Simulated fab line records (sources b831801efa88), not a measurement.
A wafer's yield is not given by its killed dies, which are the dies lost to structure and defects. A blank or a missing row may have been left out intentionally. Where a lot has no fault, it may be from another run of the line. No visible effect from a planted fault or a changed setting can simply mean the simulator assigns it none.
fab line records	flow sky130
record lots=24	wafers=72	last_day=50
route steps=708 shown CONTACT@425 VIA2@509 METAL3@536 VIA3@586 METAL4@599
lots untouched by any fault: they come from a run of this same line in which no faults occurred
start_h: hours from the record's first day to the start of the lot's first wafer shown	wait_h: hours since the lot's step before	" same as the row above	L1.1+2: one row covering several wafers at once	- no value, or no start was given	* or withheld: withheld	< > ~ a bound
route shown NAME@n: a module of which the file shows steps, and the number in the route of the first	usual: average and standard deviation across the fault-free wafers	same: alike in all rows	chamber/n: place in a boat	sites: per-site readings	_std_site: standard deviation across them	_edge_site: mean of outer sites minus mean of inner sites	radius_mm: how far each site lies from the wafer's centre	mask NAME#n: copy n	behind: tool/chamber where the wafer was last shaped	hold: what put the lot on hold/how long, in hours/how the hold closed	device: which transistor (n, p or np) failed to switch	end of line: the tests these same wafers got at the end of their route	step lacking rows: just its recipe	killed: dies lost to structure and defects at the first sort, not the wafer's yield	map: dies across one wafer; x = killed, . = not, _ = none there
set.NAME: setting as actually run; set.NAME@STEP: the setting as run at that earlier step	model.NAME: the simulator's own value behind a step, which no gauge read
route steps across a sampled set of lots; one table per step, one row per wafer
services: a tool's chamber out of use, with start hour (start_h, from the record's first day; less than 0 if before it), hours out, and reason
## steps
# step SKY_CONTACT_STRIP_19
# recipe chemistry=O2/N2	power_w=1400	pressure_mtorr=1500	platen_temp_c=withheld	o2_flow_sccm=3000	n2_flow_sccm=300	overash_fraction=0.5
# usual drypump_motor_current_A=5.7/0.51	oes_product_au=0.381/0.0053	strip_time_to_endpoint_s=3.620/0.027
lot.wafer	tool	chamber	start_h	wait_h	drypump_motor_current_A	oes_product_au	rf_hours_counter_h	strip_time_to_endpoint_s
L074.1	plasma_asher-04	0	738.70	-	5.0	0.374	64	3.616
L074.5	"	1	"	"	5.5	0.380	-	3.562
L074.6	"	0	"	"	5.0	0.381	-	3.634
L075.3	plasma_asher-01	0	745.34	-	5.4	0.391	-	3.693
L075.4	"	1	"	"	6.3	0.387	-	3.628
L075.5	"	1	"	"	6.3	0.382	-	3.604
L076.2	plasma_asher-04	0	752.54	-	5.0	0.379	65	3.601
L076.5	"	0	"	"	5.0	0.377	-	3.599
L076.6	"	1	"	"	5.4	0.382	-	3.647
L077.1	plasma_asher-02	0	757.44	-	6.3	0.379	94	3.611
L077.2	"	1	"	"	6.2	0.376	94	3.569
L077.4	"	1	"	"	6.1	0.368	-	3.561
L078.1	plasma_asher-04	1	769.24	-	5.4	0.383	67	3.589
L078.2	"	0	"	"	5.0	0.384	67	3.651
L078.4	"	0	"	"	5.0	0.375	-	3.658
L079.1	plasma_asher-04	1	775.03	-	5.4	0.381	67	3.562
L079.4	"	0	"	"	5.0	0.382	-	3.596
L079.5	"	0	"	"	5.0	0.379	-	3.671
L080.1	plasma_asher-02	1	783.35	-	6.2	0.380	96	3.623
L080.2	"	0	"	"	6.3	0.371	96	3.593
L080.5	"	0	"	"	6.3	0.379	-	3.602
L081.2	plasma_asher-01	1	794.95	-	6.3	0.386	5	3.614
L081.3	"	0	"	"	5.5	0.381	-	3.618
L081.5	"	0	"	"	5.5	0.378	-	3.602
L082.1	plasma_asher-04	1	803.55	-	5.4	0.383	70	3.625
L082.2	"	0	"	"	5.0	0.378	70	3.633
L082.4	"	0	"	"	5.0	0.377	-	3.671
L083.1	plasma_asher-02	1	815.15	-	6.2	0.390	100	3.615
L083.4	"	1	"	"	6.2	0.390	-	3.651
L083.6	"	0	"	"	6.3	0.386	-	3.618
L084.4	plasma_asher-04	1	816.12	-	5.4	0.386	-	3.633
L084.5	"	1	"	"	5.4	0.385	-	3.670
L084.6	"	0	"	"	5.0	0.384	-	3.609
L085.1	plasma_asher-04	1	824.23	-	5.4	0.378	72	3.618
L085.2	"	0	"	"	5.0	0.379	72	3.632
L085.6	"	0	"	"	5.0	0.381	-	3.639
L086.2	plasma_asher-01	0	828.00	-	5.4	0.377	8	3.593
L086.4	"	1	"	"	6.3	0.380	-	3.601
L086.5	"	0	"	"	5.5	0.381	-	3.603
L087.1	plasma_asher-02	1	833.45	-	6.2	0.381	101	3.651
L087.3	"	1	"	"	6.2	0.387	-	3.638
L087.4	"	0	"	"	6.3	0.390	-	3.607
L088.1	plasma_asher-01	1	851.00	-	6.2	0.375	11	3.607
L088.2	"	0	"	"	5.5	0.375	11	3.590
L088.3	"	0	"	"	5.5	0.377	-	3.629
L089.3	plasma_asher-01	0	862.23	-	5.4	0.382	-	3.644
L089.5	"	1	"	"	6.3	0.363	-	3.620
L089.6	"	0	"	"	5.4	0.381	-	3.618
L090.3	plasma_asher-02	0	862.93	-	6.3	0.383	-	3.643
L090.5	"	0	"	"	6.3	0.380	-	3.636
L090.6	"	1	"	"	6.2	0.387	-	3.594
L091.1	plasma_asher-04	1	870.79	-	5.4	0.381	77	3.648
L091.3	"	0	"	"	5.0	0.387	-	3.625
L091.6	"	1	"	"	5.4	0.388	-	3.611
L092.3	plasma_asher-04	1	877.72	-	5.4	0.383	-	3.588
L092.5	"	0	"	"	5.0	0.376	-	3.642
L092.6	"	1	"	"	5.4	0.387	-	3.591
L093.1	plasma_asher-02	1	880.84	-	6.2	0.379	106	3.634
L093.3	"	1	"	"	6.2	0.383	-	3.646
L093.4	"	0	"	"	6.3	0.394	-	3.602
L094.1	plasma_asher-04	1	891.14	-	5.4	0.384	79	3.678
L094.3	"	0	"	"	5.0	0.379	-	3.620
L094.6	"	1	"	"	5.5	0.378	-	3.642
L095.1	plasma_asher-01	0	892.30	-	5.5	0.377	15	3.627
L095.4	"	0	"	"	5.4	0.380	-	3.619
L095.5	"	1	"	"	6.2	0.382	-	3.609
L096.2	plasma_asher-04	1	899.50	-	5.4	0.377	80	3.561
L096.3	"	1	"	"	5.4	0.376	-	3.590
L096.6	"	1	"	"	5.4	0.379	-	3.632
L097.3	plasma_asher-02	0	901.73	-	6.3	0.377	-	3.612
L097.4	"	1	"	"	6.2	0.375	-	3.579
L097.6	"	1	"	"	6.2	0.387	-	3.601
# step SKY_VIA2_CMP_02
# recipe material=SiO2	down_force_psi=4	platen_rpm=60	pad_velocity_m_s=0.94248
# usual motor_current_A=12.0/1.4
lot.wafer	tool	chamber	start_h	wait_h	motor_current_A
L074.1	cmp-02	3	825.32	0.2	15.0
L074.5	"	0	"	"	11.4
L074.6	"	1	"	"	13.7
L075.4	cmp-02	3	831.45	0.0	14.3
L075.3	"	2	"	"	11.0
L075.5	"	0	"	"	10.6
L076.2	cmp-01	1	838.32	0.0	12.5
L076.5	"	1	"	"	12.2
L076.6	"	2	"	"	10.5
L077.2	cmp-01	3	843.26	0.0	10.7
L077.1	"	1	"	"	11.9
L077.4	"	2	"	"	10.3
L078.1	cmp-02	0	853.86	0.1	10.9
L078.4	"	1	"	"	12.6
L078.2	"	2	"	"	11.7
L079.4	cmp-01	0	860.43	0.1	12.1
L079.1	"	1	"	"	13.2
L079.5	"	3	"	"	10.6
L080.2	cmp-02	0	867.97	0.1	10.2
L080.1	"	2	"	"	11.7
L080.5	"	3	"	"	14.3
L081.3	cmp-02	0	879.63	0.0	10.9
L081.2	"	1	"	"	13.5
L081.5	"	0	"	"	10.9
L082.4	cmp-01	0	887.62	0.0	11.7
L082.2	"	2	"	"	10.8
L082.1	"	3	"	"	11.3
L083.4	cmp-01	3	899.93	0.0	11.0
L083.1	"	1	"	"	12.0
L083.6	"	3	"	"	11.1
L084.4	cmp-02	0	900.46	0.0	10.9
L084.6	"	0	"	"	11.3
L084.5	"	1	"	"	12.7
L085.1	cmp-01	0	907.29	0.1	11.4
L085.2	"	2	"	"	10.7
L085.6	"	1	"	"	12.7
L086.2	cmp-02	3	911.24	0.1	14.5
L086.4	"	0	"	"	10.6
L086.5	"	2	"	"	11.4
L087.3	cmp-02	3	916.40	0.0	14.3
L087.4	"	0	"	"	10.3
L087.1	"	1	"	"	13.4
L088.2	cmp-01	2	934.25	0.0	10.5
L088.1	"	3	"	"	10.5
L088.3	"	1	"	"	12.8
L089.3	cmp-02	2	944.47	0.1	11.2
L089.6	"	0	"	"	10.5
L089.5	"	1	"	"	13.3
L090.3	cmp-02	3	945.22	0.0	14.4
L090.5	"	3	"	"	14.3
L090.6	"	0	"	"	11.2
L091.3	cmp-02	1	950.86	0.0	13.7
L091.1	"	2	"	"	11.9
L091.6	"	2	"	"	11.4
L092.3	cmp-02	3	956.87	0.1	13.9
L092.6	"	1	"	"	13.1
L092.5	"	2	"	"	10.6
L093.4	cmp-01	3	961.52	0.2	11.0
L093.3	"	0	"	"	11.3
L093.1	"	2	"	"	10.4
L094.3	cmp-02	2	970.98	0.3	11.4
L094.1	"	3	"	"	15.1
L094.6	"	0	"	"	10.9
L095.1	cmp-02	1	972.13	0.1	12.9
L095.4	"	2	"	"	11.2
L095.5	"	1	"	"	13.7
L096.2	cmp-02	0	980.07	0.0	10.5
L096.3	"	2	"	"	11.1
L096.6	"	1	"	"	13.3
L097.4	cmp-01	1	981.32	0.0	12.5
L097.3	"	2	"	"	10.8
L097.6	"	1	"	"	12.2
# step SKY_VIA2_BOW_MEAS_03
# recipe mode=bow
# usual VIA2_BOW=84/7
lot.wafer	tool	chamber	start_h	wait_h	VIA2_BOW[um]
L074.1	film_metro-03	-	825.47	0.1	72
L074.5	"	-	"	"	69
L074.6	"	-	"	"	76
L075.3	film_metro-04	-	831.79	0.1	88
L075.4	"	-	"	"	88
L075.5	"	-	"	"	90
L076.2	film_metro-01	-	838.64	0.3	92
L076.5	"	-	"	"	87
L076.6	"	-	"	"	84
L077.1	film_metro-04	-	843.56	0.1	86
L077.2	"	-	"	"	70
L077.4	"	-	"	"	87
L078.1	film_metro-01	-	854.16	0.2	86
L078.2	"	-	"	"	94
L078.4	"	-	"	"	85
L079.1	film_metro-03	-	860.63	0.1	87
L079.4	"	-	"	"	83
L079.5	"	-	"	"	80
L080.1	film_metro-03	-	868.22	0.1	80
L080.2	"	-	"	"	79
L080.5	"	-	"	"	71
L081.2	film_metro-03	-	879.95	0.2	83
L081.3	"	-	"	"	75
L081.5	"	-	"	"	83
L082.1	film_metro-03	-	887.92	0.1	84
L082.2	"	-	"	"	81
L082.4	"	-	"	"	78
L083.1	film_metro-03	-	900.23	0.1	95
L083.4	"	-	"	"	82
L083.6	"	-	"	"	89
L084.4	film_metro-04	-	900.82	0.3	90
L084.5	"	-	"	"	91
L084.6	"	-	"	"	88
L085.1	film_metro-03	-	907.59	0.2	86
L085.2	"	-	"	"	81
L085.6	"	-	"	"	75
L086.2	film_metro-03	-	911.46	0.2	88
L086.4	"	-	"	"	93
L086.5	"	-	"	"	88
L087.1	film_metro-04	-	916.70	0.1	84
L087.3	"	-	"	"	74
L087.4	"	-	"	"	68
L088.1	film_metro-04	-	934.55	0.2	91
L088.2	"	-	"	"	92
L088.3	"	-	"	"	86
L089.3	film_metro-03	-	944.71	0.2	83
L089.5	"	-	"	"	80
L089.6	"	-	"	"	75
L090.3	film_metro-01	-	945.56	0.3	85
L090.5	"	-	"	"	82
L090.6	"	-	"	"	73
L091.1	film_metro-03	-	951.16	0.2	79
L091.3	"	-	"	"	87
L091.6	"	-	"	"	63
L092.3	film_metro-01	-	957.11	0.2	92
L092.5	"	-	"	"	77
L092.6	"	-	"	"	80
L093.1	film_metro-01	-	961.82	0.1	90
L093.3	"	-	"	"	75
L093.4	"	-	"	"	87
L094.1	film_metro-04	-	971.18	0.1	90
L094.3	"	-	"	"	87
L094.6	"	-	"	"	91
L095.1	film_metro-01	-	972.43	0.2	86
L095.4	"	-	"	"	91
L095.5	"	-	"	"	85
L096.2	film_metro-04	-	980.39	0.3	89
L096.3	"	-	"	"	94
L096.6	"	-	"	"	78
L097.3	film_metro-03	-	981.66	0.2	81
L097.4	"	-	"	"	94
L097.6	"	-	"	"	89
# step SKY_METAL3_SPUTTER_04
# recipe material=TiN	target_thk_nm=70	power_w=6500	time_s=58.3	chamber_pressure_pa=0.4
# usual throttle_valve_pct=30.6/1
lot.wafer	tool	chamber	start_h	wait_h	throttle_valve_pct
L074.1	pvd_sputter-03	-	852.74	0.0	33.4
L074.5	"	-	"	"	33.1
L074.6	"	-	"	"	29.6
L075.3	pvd_sputter-02	-	859.57	0.0	30.1
L075.4	"	-	"	"	29.6
L075.5	"	-	"	"	32.2
L076.2	pvd_sputter-04	-	866.29	0.0	30.8
L076.5	"	-	"	"	30.9
L076.6	"	-	"	"	29.3
L077.1	pvd_sputter-04	-	871.78	0.0	30.7
L077.2	"	-	"	"	29.1
L077.4	"	-	"	"	30.9
L078.1	pvd_sputter-04	-	882.13	0.0	30.7
L078.2	"	-	"	"	30.2
L078.4	"	-	"	"	29.3
L079.1	pvd_sputter-02	-	887.98	0.0	30.0
L079.4	"	-	"	"	29.6
L079.5	"	-	"	"	31.4
L080.1	pvd_sputter-02	-	895.35	0.0	31.5
L080.2	"	-	"	"	32.1
L080.5	"	-	"	"	30.1
L081.2	pvd_sputter-02	-	906.40	0.0	29.8
L081.3	"	-	"	"	30.4
L081.5	"	-	"	"	30.6
L082.1	pvd_sputter-02	-	914.92	0.0	29.7
L082.2	"	-	"	"	32.1
L082.4	"	-	"	"	30.4
L083.1	pvd_sputter-04	-	927.23	0.0	31.0
L083.4	"	-	"	"	30.1
L083.6	"	-	"	"	31.0
L084.4	pvd_sputter-02	-	927.38	0.0	32.3
L084.5	"	-	"	"	30.3
L084.6	"	-	"	"	31.5
L085.1	pvd_sputter-02	-	934.24	0.0	29.7
L085.2	"	-	"	"	31.3
L085.6	"	-	"	"	31.4
L086.2	pvd_sputter-04	-	937.65	0.0	29.0
L086.4	"	-	"	"	31.0
L086.5	"	-	"	"	30.4
L087.1	pvd_sputter-02	-	942.94	0.0	29.6
L087.3	"	-	"	"	31.5
L087.4	"	-	"	"	32.0
L088.1	pvd_sputter-04	-	960.72	0.0	31.3
L088.2	"	-	"	"	29.3
L088.3	"	-	"	"	30.4
L089.3	pvd_sputter-04	-	970.99	0.0	29.4
L089.5	"	-	"	"	30.6
L089.6	"	-	"	"	29.3
L090.3	pvd_sputter-04	-	971.82	0.0	30.6
L090.5	"	-	"	"	31.2
L090.6	"	-	"	"	30.8
L091.1	pvd_sputter-03	-	976.87	0.0	29.2
L091.3	"	-	"	"	33.0
L091.6	"	-	"	"	29.4
L092.3	pvd_sputter-04	-	982.78	0.0	30.5
L092.5	"	-	"	"	30.8
L092.6	"	-	"	"	30.6
L093.1	pvd_sputter-03	-	986.84	0.0	31.1
L093.3	"	-	"	"	29.7
L093.4	"	-	"	"	29.5
L094.1	pvd_sputter-03	-	995.84	0.0	33.2
L094.3	"	-	"	"	31.1
L094.6	"	-	"	"	30.8
L095.1	pvd_sputter-04	-	997.58	0.0	30.8
L095.4	"	-	"	"	30.3
L095.5	"	-	"	"	29.2
L096.2	pvd_sputter-04	-	1005.24	0.0	28.9
L096.3	"	-	"	"	31.3
L096.6	"	-	"	"	30.4
L097.3	pvd_sputter-03	-	1005.79	0.0	33.0
L097.4	"	-	"	"	31.1
L097.6	"	-	"	"	29.7
# step SKY_VIA3_OVL_MEAS_13
# usual VIA3_OVL=1/5.5
lot.wafer	tool	chamber	start_h	wait_h	VIA3_OVL[nm]
L074.1	overlay-02	-	931.70	0.1	3
L074.5	"	-	"	"	5
L074.6	"	-	"	"	-4
L075.3	overlay-01	-	936.73	0.1	-2
L075.4	"	-	"	"	-4
L075.5	"	-	"	"	-6
L076.2	overlay-01	-	944.98	0.1	8
L076.5	"	-	"	"	4
L076.6	"	-	"	"	7
L077.1	overlay-01	-	948.70	0.1	15
L077.2	"	-	"	"	10
L077.4	"	-	"	"	18
L078.1	overlay-01	-	959.67	0.1	-3
L078.2	"	-	"	"	0
L078.4	"	-	"	"	4
L079.1	overlay-01	-	964.43	0.1	6
L079.4	"	-	"	"	0
L079.5	"	-	"	"	5
L080.1	overlay-01	-	972.07	0.1	1
L080.2	"	-	"	"	1
L080.5	"	-	"	"	1
L081.2	overlay-02	-	980.76	0.1	1
L081.3	"	-	"	"	-3
L081.5	"	-	"	"	-7
L082.1	overlay-01	-	989.42	0.1	0
L082.2	"	-	"	"	-2
L082.4	"	-	"	"	-7
L083.1	overlay-01	-	1001.83	0.1	-7
L083.4	"	-	"	"	-4
L083.6	"	-	"	"	4
L084.4	overlay-01	-	1003.92	0.1	0
L084.5	"	-	"	"	0
L084.6	"	-	"	"	11
L085.1	overlay-01	-	1007.92	0.1	-7
L085.2	"	-	"	"	0
L085.6	"	-	"	"	-3
L086.2	overlay-02	-	1011.49	0.1	-3
L086.4	"	-	"	"	4
L086.5	"	-	"	"	-3
L087.1	overlay-02	-	1016.92	0.1	-3
L087.3	"	-	"	"	-3
L087.4	"	-	"	"	-2
L088.1	overlay-01	-	1031.62	0.1	8
L088.2	"	-	"	"	7
L088.3	"	-	"	"	8
L089.3	overlay-02	-	1041.21	0.1	-5
L089.5	"	-	"	"	3
L089.6	"	-	"	"	-4
L090.3	overlay-01	-	1043.19	0.1	-1
L090.5	"	-	"	"	-7
L090.6	"	-	"	"	1
L091.1	overlay-01	-	1046.72	0.1	-3
L091.3	"	-	"	"	-7
L091.6	"	-	"	"	-2
L092.3	overlay-02	-	1053.60	0.1	-6
L092.5	"	-	"	"	1
L092.6	"	-	"	"	-3
L093.1	overlay-01	-	1058.28	0.1	0
L093.3	"	-	"	"	4
L093.4	"	-	"	"	6
L094.1	overlay-01	-	1066.19	0.1	-1
L094.3	"	-	"	"	-3
L094.6	"	-	"	"	-5
L095.1	overlay-02	-	1067.02	0.1	6
L095.4	"	-	"	"	9
L095.5	"	-	"	"	1
L096.2	overlay-01	-	1073.39	0.1	4
L096.3	"	-	"	"	5
L096.6	"	-	"	"	9
L097.3	overlay-01	-	1074.39	0.1	-2
L097.4	"	-	"	"	0
L097.6	"	-	"	"	-6
# step SKY_METAL4_SPUTTER_01
# recipe material=TiN	target_thk_nm=20	power_w=6500	time_s=16.7	chamber_pressure_pa=0.4
# usual throttle_valve_pct=30.8/1.3
lot.wafer	tool	chamber	start_h	wait_h	throttle_valve_pct
L074.1	pvd_sputter-02	-	933.12	0.0	30.3
L074.5	"	-	"	"	32.0
L074.6	"	-	"	"	31.3
L075.3	pvd_sputter-03	-	938.14	0.0	31.0
L075.4	"	-	"	"	33.1
L075.5	"	-	"	"	29.4
L076.2	pvd_sputter-02	-	946.39	0.0	30.4
L076.5	"	-	"	"	32.2
L076.6	"	-	"	"	29.6
L077.1	pvd_sputter-02	-	950.46	0.0	30.2
L077.2	"	-	"	"	32.0
L077.4	"	-	"	"	31.5
L078.1	pvd_sputter-03	-	961.24	0.0	29.7
L078.2	"	-	"	"	30.8
L078.4	"	-	"	"	31.5
L079.1	pvd_sputter-01	-	966.34	0.0	32.0
L079.4	"	-	"	"	30.0
L079.5	"	-	"	"	32.1
L080.1	pvd_sputter-02	-	973.58	0.0	30.2
L080.2	"	-	"	"	29.7
L080.5	"	-	"	"	31.4
L081.2	pvd_sputter-01	-	982.60	0.0	32.2
L081.3	"	-	"	"	29.8
L081.5	"	-	"	"	29.8
L082.1	pvd_sputter-01	-	991.01	0.0	30.1
L082.2	"	-	"	"	30.1
L082.4	"	-	"	"	29.5
L083.1	pvd_sputter-02	-	1003.76	0.0	32.3
L083.4	"	-	"	"	29.6
L083.6	"	-	"	"	29.6
L084.4	pvd_sputter-01	-	1005.83	0.0	29.9
L084.5	"	-	"	"	32.2
L084.6	"	-	"	"	30.1
L085.1	pvd_sputter-02	-	1009.60	0.0	32.3
L085.2	"	-	"	"	29.7
L085.6	"	-	"	"	30.2
L086.2	pvd_sputter-03	-	1012.97	0.0	33.3
L086.4	"	-	"	"	29.4
L086.5	"	-	"	"	33.2
L087.1	pvd_sputter-03	-	1018.37	0.0	31.1
L087.3	"	-	"	"	33.1
L087.4	"	-	"	"	29.6
L088.1	pvd_sputter-03	-	1033.07	0.0	33.1
L088.2	"	-	"	"	31.1
L088.3	"	-	"	"	29.3
L089.3	pvd_sputter-03	-	1042.69	0.0	29.9
L089.5	"	-	"	"	33.2
L089.6	"	-	"	"	29.3
L090.3	pvd_sputter-01	-	1044.79	0.0	29.3
L090.5	"	-	"	"	30.0
L090.6	"	-	"	"	29.8
L091.1	pvd_sputter-01	-	1048.21	0.0	29.9
L091.3	"	-	"	"	29.3
L091.6	"	-	"	"	30.2
L092.3	pvd_sputter-03	-	1055.34	0.0	29.5
L092.5	"	-	"	"	29.6
L092.6	"	-	"	"	29.8
L093.1	pvd_sputter-01	-	1059.74	0.0	30.0
L093.3	"	-	"	"	30.1
L093.4	"	-	"	"	29.5
L094.1	pvd_sputter-03	-	1067.84	0.0	30.9
L094.3	"	-	"	"	33.0
L094.6	"	-	"	"	33.2
L095.1	pvd_sputter-03	-	1068.48	0.0	33.3
L095.4	"	-	"	"	29.3
L095.5	"	-	"	"	33.2
L096.2	pvd_sputter-03	-	1074.90	0.0	29.7
L096.3	"	-	"	"	31.0
L096.6	"	-	"	"	29.6
L097.3	pvd_sputter-01	-	1076.23	0.0	30.0
L097.4	"	-	"	"	29.5
L097.6	"	-	"	"	32.2
## services
tool	chamber	start_h	hours	kind
pvd_sputter-02	-	727.67	3.9	repair
cmp-02	-	737.79	1.6	repair
pvd_sputter-03	-	740.79	2.5	repair
cmp-01	-	751.93	1.5	repair
cmp-02	-	757.99	4.8	pm
pvd_sputter-02	-	761.01	1.1	repair
pvd_sputter-03	-	775.04	1.3	repair
plasma_asher-04	-	807.57	1.1	repair
cmp-02	-	810.78	4.0	pm
cmp-02	-	820.42	0.6	repair
pvd_sputter-02	-	854.54	4.9	repair
plasma_asher-04	-	876.46	0.5	repair
pvd_sputter-03	-	879.64	4.4	repair
pvd_sputter-03	-	883.67	0.6	repair
plasma_asher-04	-	887.07	1.9	repair
cmp-01	-	909.97	4.5	pm
cmp-01	-	914.47	4.0	pm
plasma_asher-04	-	931.17	2.8	repair
cmp-02	-	960.90	3.4	repair
pvd_sputter-04	-	983.36	7.5	repair
pvd_sputter-03	-	993.22	1.9	repair
pvd_sputter-04	-	1020.97	0.5	repair
cmp-02	-	1035.86	3.5	repair
cmp-02	-	1061.79	0.3	repair
## key
fault none
